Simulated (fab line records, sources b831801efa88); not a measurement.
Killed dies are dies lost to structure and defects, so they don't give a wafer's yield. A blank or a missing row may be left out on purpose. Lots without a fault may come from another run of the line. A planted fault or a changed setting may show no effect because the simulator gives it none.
fab line records | flow gf180mcu
record lots=13 wafers=39 last_day=34
route steps=602 shown DUAL_GATE@143 V2@405 M4@461
lots that met no fault: from a run of the same line without faults
start_h: hours from the record's first day to the start of the lot's first wafer shown | wait_h: hours since the lot's step before | " the same as in the row above | L1.1+2: a row that stands for several wafers | - no value, or no start given | * or withheld: withheld | < > ~ a bound
route shown NAME@n: a module of which the file shows steps, and the number in the route of the first | usual: mean/standard deviation of fault-free wafers | same: alike in all rows | chamber/n: place in a boat | sites: the reading at each site | _std_site: their standard deviation | _edge_site: outer sites' mean less inner sites' | radius_mm: how far each site lies from the wafer's centre | mask NAME#n: copy n | behind: the tool/chamber that last shaped the wafer | hold: why the lot was held/for how many hours/how that ended | device: the transistor (n, p or np) that didn't switch | end of line: the same wafers' tests at the end of the route | a step without rows: its recipe alone | killed: dies lost to structure and defects at the first sort, not the wafer's yield | map: a wafer's dies, x killed, . not, _ none there
set.NAME: the setting as run; set.NAME@STEP: as run at that earlier step | model.NAME: the simulator's own value behind a step, which no gauge read
steps of the route over a sample of lots; a table a step, a row a wafer
services: from which hour (start_h, from the record's first day; less than 0 if before it) a tool's chamber was out of use, for how many hours, and why
## steps
# step GF_DUAL_GATE_OXIDATION_02
# recipe temp_c=900 ambient=O2 stabilise_s=600 purge_s=300 target_thk_a=108.87 ox_time_s=1602
# usual spike_tc_bottom_C=916.2/1.2 spike_tc_centre_C=901.3/0.94 spike_tc_lower_C=900.4/1.1 spike_tc_top_C=912.0/1.1 spike_tc_upper_C=900.2/1.7 zone_power_centre_pct=19.0/2.2
# columns lot.wafer tool chamber start_h wait_h spike_tc_bottom_C spike_tc_centre_C spike_tc_lower_C spike_tc_top_C spike_tc_upper_C zone_power_centre_pct
L989.3 furnace-01 0 169.46 0.2 916.0 900.1 899.5 913.3 898.6 15.6
L989.4 " 0 " " 916.0 901.2 898.7 913.1 898.1 16.0
L989.6 " 0 " " 914.6 899.5 899.7 912.4 897.9 16.3
L990.1 furnace-01 0 170.91 1.1 914.7 902.2 897.6 913.4 898.9 15.7
L990.2 " 0 " " 915.8 901.2 900.0 914.1 898.1 15.7
L990.5 " 0 " " 913.6 901.1 900.3 914.1 898.5 15.8
L995.1 furnace-01 0 198.43 0.2 925.4 909.3 907.6 921.8 906.6 16.4
L995.5 " 0 " " 923.3 910.7 908.8 921.2 904.2 16.2
L995.6 " 0 " " 925.4 910.0 907.7 922.6 909.6 16.4
L998.1 furnace-01 0 226.57 0.0 923.5 909.4 908.1 922.5 905.8 16.1
L998.2 " 0 " " 924.0 911.3 908.8 920.5 909.0 16.1
L998.3 " 0 " " 922.4 910.3 907.8 920.5 906.5 16.2
L101.1 furnace-02 0 242.28 0.2 915.7 901.2 899.9 910.6 900.6 20.6
L101.3 " 0 " " 917.3 900.8 901.2 910.6 899.8 20.6
L101.6 " 0 " " 916.7 900.6 899.9 908.9 900.9 20.5
L102.1 furnace-02 0 251.18 0.5 917.1 901.9 900.9 911.8 900.6 20.6
L102.5 " 0 " " 916.3 902.3 900.3 912.4 901.7 20.6
L102.6 " 0 " " 916.6 901.6 898.6 910.4 900.9 20.2
L104.2 furnace-02 0 258.58 0.0 917.3 901.6 901.8 912.2 901.1 20.5
L104.4 " 0 " " 916.4 900.6 901.0 912.2 900.4 20.6
L104.5 " 0 " " 916.9 900.6 901.9 910.5 901.4 20.4
L105.1 furnace-02 0 262.83 0.0 916.3 900.4 900.8 911.3 901.2 20.3
L105.2 " 0 " " 916.3 902.7 900.3 912.4 901.4 20.6
L105.4 " 0 " " 916.6 899.2 899.4 910.3 901.4 20.7
L108.2 furnace-02 0 288.46 0.5 917.0 899.8 900.6 909.9 900.8 20.5
L108.3 " 0 " " 915.8 901.5 901.5 911.4 902.9 20.5
L108.5 " 0 " " 916.1 901.2 901.5 912.8 900.7 20.7
L109.1 furnace-02 0 293.84 0.0 915.0 901.2 899.5 912.8 899.4 20.4
L109.2 " 0 " " 915.5 900.6 900.7 911.3 901.4 20.6
L109.4 " 0 " " 917.5 901.2 900.4 912.5 901.0 20.3
L110.1 furnace-02 0 301.56 0.4 917.2 902.3 900.1 912.5 899.7 20.7
L110.2 " 0 " " 915.9 902.1 900.3 913.0 901.5 20.5
L110.4 " 0 " " 916.8 901.0 902.1 911.6 901.6 20.7
L111.2 furnace-01 0 308.52 0.3 916.2 900.8 900.7 912.7 900.0 15.9
L111.3 " 0 " " 915.4 900.4 898.6 912.8 896.8 16.0
L111.6 " 0 " " 915.0 901.9 899.9 912.4 899.0 15.8
L112.1 furnace-02 0 313.68 0.0 918.5 902.9 899.8 911.3 900.7 20.4
L112.2 " 0 " " 916.6 902.6 902.3 912.6 901.0 20.3
L112.5 " 0 " " 915.6 901.6 900.3 910.6 901.8 20.3
# step GF_DUAL_GATE_THK_MEAS_03
# recipe reads=SiO2_of_DUAL_GATE_OXIDATION_02
# usual DUAL_GATE_OXIDATION_00_THK=10.85/0.22
# columns lot.wafer tool chamber start_h wait_h DUAL_GATE_OXIDATION_00_THK[nm]
L989.3 film_metro-03 - 170.93 0.0 10.87
L989.4 " - " " 11.00
L989.6 " - " " 10.90
L990.1 film_metro-03 - 172.35 0.0 10.80
L990.2 " - " " 10.92
L990.5 " - " " 10.94
L995.1 film_metro-01 - 199.87 0.0 12.12
L995.5 " - " " 12.14
L995.6 " - " " 12.07
L998.1 film_metro-03 - 228.02 0.0 11.95
L998.2 " - " " 11.86
L998.3 " - " " 11.90
L101.1 film_metro-02 - 243.72 0.0 11.14
L101.3 " - " " 11.28
L101.6 " - " " 11.09
L102.1 film_metro-02 - 252.63 0.0 10.78
L102.5 " - " " 10.75
L102.6 " - " " 10.65
L104.2 film_metro-02 - 260.04 0.0 10.54
L104.4 " - " " 10.56
L104.5 " - " " 10.53
L105.1 film_metro-03 - 264.28 0.0 10.37
L105.2 " - " " 10.56
L105.4 " - " " 10.30
L108.2 film_metro-03 - 289.91 0.0 10.78
L108.3 " - " " 10.93
L108.5 " - " " 10.91
L109.1 film_metro-02 - 295.28 0.0 10.90
L109.2 " - " " 10.89
L109.4 " - " " 11.01
L110.1 film_metro-03 - 303.00 0.0 11.21
L110.2 " - " " 11.09
L110.4 " - " " 11.02
L111.2 film_metro-02 - 309.97 0.0 10.87
L111.3 " - " " 10.98
L111.6 " - " " 11.08
L112.1 film_metro-02 - 315.13 0.0 11.03
L112.2 " - " " 11.02
L112.5 " - " " 11.08
# step GF_V2_CVD_23
# recipe material=W target_thk_nm=350 time_s=104.94 temp_c=400 pressure_torr=40
# usual chamber_pressure_Torr=39.99/0.086 heater_power_w=771/37
# columns lot.wafer tool chamber start_h wait_h chamber_pressure_Torr heater_power_w
L989.3 cvd_w-01 1 480.61 0.1 40.06 755
L989.4 " 0 " " 39.98 813
L989.6 " 1 " " 40.02 748
L990.1 cvd_w-02 0 481.26 0.0 39.98 779
L990.2 " 1 " " 39.99 744
L990.5 " 0 " " 40.01 794
L995.1 cvd_w-01 0 520.54 0.0 40.11 821
L995.5 " 1 " " 40.10 742
L995.6 " 0 " " 40.02 840
L998.1 cvd_w-01 0 558.55 0.0 40.09 815
L998.2 " 1 " " 40.04 713
L998.3 " 1 " " 40.17 740
L101.1 cvd_w-02 1 574.39 0.0 39.98 746
L101.3 " 1 " " 39.97 748
L101.6 " 1 " " 39.99 717
L102.1 cvd_w-01 1 583.84 0.0 40.07 746
L102.5 " 0 " " 39.94 832
L102.6 " 1 " " 40.01 732
L104.2 cvd_w-01 0 592.02 0.0 40.07 843
L104.4 " 0 " " 40.03 826
L104.5 " 1 " " 39.83 738
L105.1 cvd_w-02 0 597.70 0.0 40.06 782
L105.2 " 1 " " 40.08 747
L105.4 " 1 " " 40.02 748
L108.2 cvd_w-02 0 627.59 0.0 40.10 789
L108.3 " 1 " " 39.96 720
L108.5 " 1 " " 39.97 747
L109.1 cvd_w-02 1 629.78 0.0 40.02 745
L109.2 " 0 " " 39.91 767
L109.4 " 1 " " 39.92 743
L110.1 cvd_w-02 0 636.46 0.0 40.04 778
L110.2 " 1 " " 39.92 733
L110.4 " 1 " " 39.88 739
L111.2 cvd_w-02 0 643.69 0.0 39.93 774
L111.3 " 0 " " 40.04 787
L111.6 " 0 " " 39.98 801
L112.1 cvd_w-01 0 648.56 0.0 40.09 840
L112.2 " 1 " " 40.01 727
L112.5 " 0 " " 40.11 828
# step GF_M4_RS_MEAS_05
# recipe thk_meas_gauge=four-point-probe reads=TiN_of_M4_SPUTTER_04+Ti_of_M4_SPUTTER_03+AlCu_of_M4_SPUTTER_02+TiN_of_M4_SPUTTER_01+Ti_of_M4_SPUTTER_00
# usual M4_ALCU_RS=0.0697/0.00077
# columns lot.wafer tool chamber start_h wait_h M4_ALCU_RS[ohm/sq]
L989.3 film_metro-01 - 531.31 0.1 0.0688
L989.4 " - " " 0.0697
L989.6 " - " " 0.0693
L990.1 film_metro-04 - 531.55 0.0 0.0708
L990.2 " - " " 0.0710
L990.5 " - " " 0.0704
L995.1 film_metro-04 - 569.55 0.0 0.0700
L995.5 " - " " 0.0702
L995.6 " - " " 0.0702
L998.1 film_metro-01 - 605.80 0.0 0.0699
L998.2 " - " " 0.0695
L998.3 " - " " 0.0693
L101.1 film_metro-04 - 619.75 0.0 0.0691
L101.3 " - " " 0.0683
L101.6 " - " " 0.0678
L102.1 film_metro-03 - 628.80 0.0 0.0695
L102.5 " - " " 0.0688
L102.6 " - " " 0.0686
L104.2 film_metro-03 - 636.91 0.0 0.0695
L104.4 " - " " 0.0696
L104.5 " - " " 0.0702
L105.1 film_metro-03 - 642.73 0.0 0.0701
L105.2 " - " " 0.0703
L105.4 " - " " 0.0703
L108.2 film_metro-04 - 670.64 0.0 0.0701
L108.3 " - " " 0.0692
L108.5 " - " " 0.0696
L109.1 film_metro-01 - 674.34 0.0 0.0706
L109.2 " - " " 0.0695
L109.4 " - " " 0.0694
L110.1 film_metro-04 - 681.29 0.0 0.0695
L110.2 " - " " 0.0691
L110.4 " - " " 0.0698
L111.2 film_metro-03 - 687.58 0.0 0.0702
L111.3 " - " " 0.0704
L111.6 " - " " 0.0699
L112.1 film_metro-03 - 691.68 0.0 0.0689
L112.2 " - " " 0.0697
L112.5 " - " " 0.0684
# step GF_M4_CD_MEAS_14
# recipe target_cd_nm=280
# usual cd_nm=279.9/1.3
# columns lot.wafer tool chamber start_h wait_h cd_nm
L989.3 cd_sem-01 - 553.58 0.1 280.6
L989.4 " - " " 279.4
L989.6 " - " " 280.2
L990.1 cd_sem-02 - 553.88 0.1 279.1
L990.2 " - " " 278.9
L990.5 " - " " 279.2
L995.1 cd_sem-01 - 591.37 0.1 282.5
L995.5 " - " " 282.1
L995.6 " - " " 282.7
L998.1 cd_sem-01 - 625.89 0.1 281.5
L998.2 " - " " 281.3
L998.3 " - " " 280.0
L101.1 cd_sem-01 - 639.36 0.1 279.3
L101.3 " - " " 278.4
L101.6 " - " " 278.3
L102.1 cd_sem-01 - 649.09 0.1 278.6
L102.5 " - " " 279.4
L102.6 " - " " 279.5
L104.2 cd_sem-01 - 657.46 0.1 280.1
L104.4 " - " " 279.5
L104.5 " - " " 278.7
L105.1 cd_sem-02 - 662.97 0.1 280.9
L105.2 " - " " 280.3
L105.4 " - " " 280.1
L108.2 cd_sem-01 - 689.11 0.2 278.6
L108.3 " - " " 279.0
L108.5 " - " " 278.4
L109.1 cd_sem-01 - 693.46 0.1 280.4
L109.2 " - " " 280.8
L109.4 " - " " 281.0
L110.1 cd_sem-01 - 700.62 0.1 277.7
L110.2 " - " " 278.7
L110.4 " - " " 278.7
L111.2 cd_sem-01 - 706.29 0.1 280.6
L111.3 " - " " 279.6
L111.6 " - " " 279.4
L112.1 cd_sem-01 - 710.51 0.1 280.0
L112.2 " - " " 280.4
L112.5 " - " " 281.3
## services
# columns tool chamber start_h hours kind
cvd_w-01 1 162.67 11.3 repair
furnace-02 - 167.92 4.8 pm
furnace-01 - 193.59 3.7 pm
furnace-01 - 215.78 3.9 pm
cvd_w-01 - 266.24 6.9 pm
furnace-01 - 316.19 7.0 repair
furnace-02 - 336.38 3.6 pm
furnace-02 - 344.46 2.8 pm
cvd_w-01 1 362.26 6.1 repair
cvd_w-02 0 369.08 2.4 repair
furnace-01 - 383.59 2.5 pm
cvd_w-02 - 390.00 14.0 pm
cvd_w-02 0 390.00 14.0 vent_cycle
furnace-01 - 417.14 3.6 pm
cvd_w-01 - 435.58 14.6 pm
cvd_w-02 - 443.34 0.5 repair
cvd_w-01 - 468.14 2.8 pm
furnace-01 - 474.41 3.5 pm
cvd_w-02 - 493.82 0.8 repair
furnace-02 - 504.54 3.7 pm
cvd_w-02 - 518.06 10.2 repair
furnace-01 - 550.52 3.9 pm
cvd_w-01 0 600.55 7.3 repair
furnace-02 - 625.22 3.9 pm
## key
first_sign step=GF_DUAL_GATE_OXIDATION_02 reading=spike_tc_centre_C direction=up sigmas=9.4 usual=901.3 struck=910.2
effect step=GF_DUAL_GATE_OXIDATION_02 reading=spike_tc_top_C direction=up sigmas=8.6 usual=912.0 struck=921.5
effect step=GF_DUAL_GATE_THK_MEAS_03 reading=DUAL_GATE_OXIDATION_00_THK direction=up sigmas=5.3 usual=10.85 struck=12.01
met_at GF_DUAL_GATE_OXIDATION_02
struck_lots L995,L998
tester_left_out L995,L998
not_acting_at GF_V2_CVD_23,GF_M4_RS_MEAS_05,GF_M4_CD_MEAS_14
onset_between 170.91 198.43
fault kind=process_parameter_drift tool=furnace-01 chamber=- onset_h=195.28 steps=GF_DUAL_GATE_OXIDATION_02 channel=temp_c offset=* shape=step end_h=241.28 acts_in=* stated=*
# tester_left_out: of these lots the tester's yield and bins aren't shown, on N5 and GAA mostly nor the transistor test; their killed dies are dies lost to structure and defects alone, not to doping, threshold or leakage, so they don't give the yield
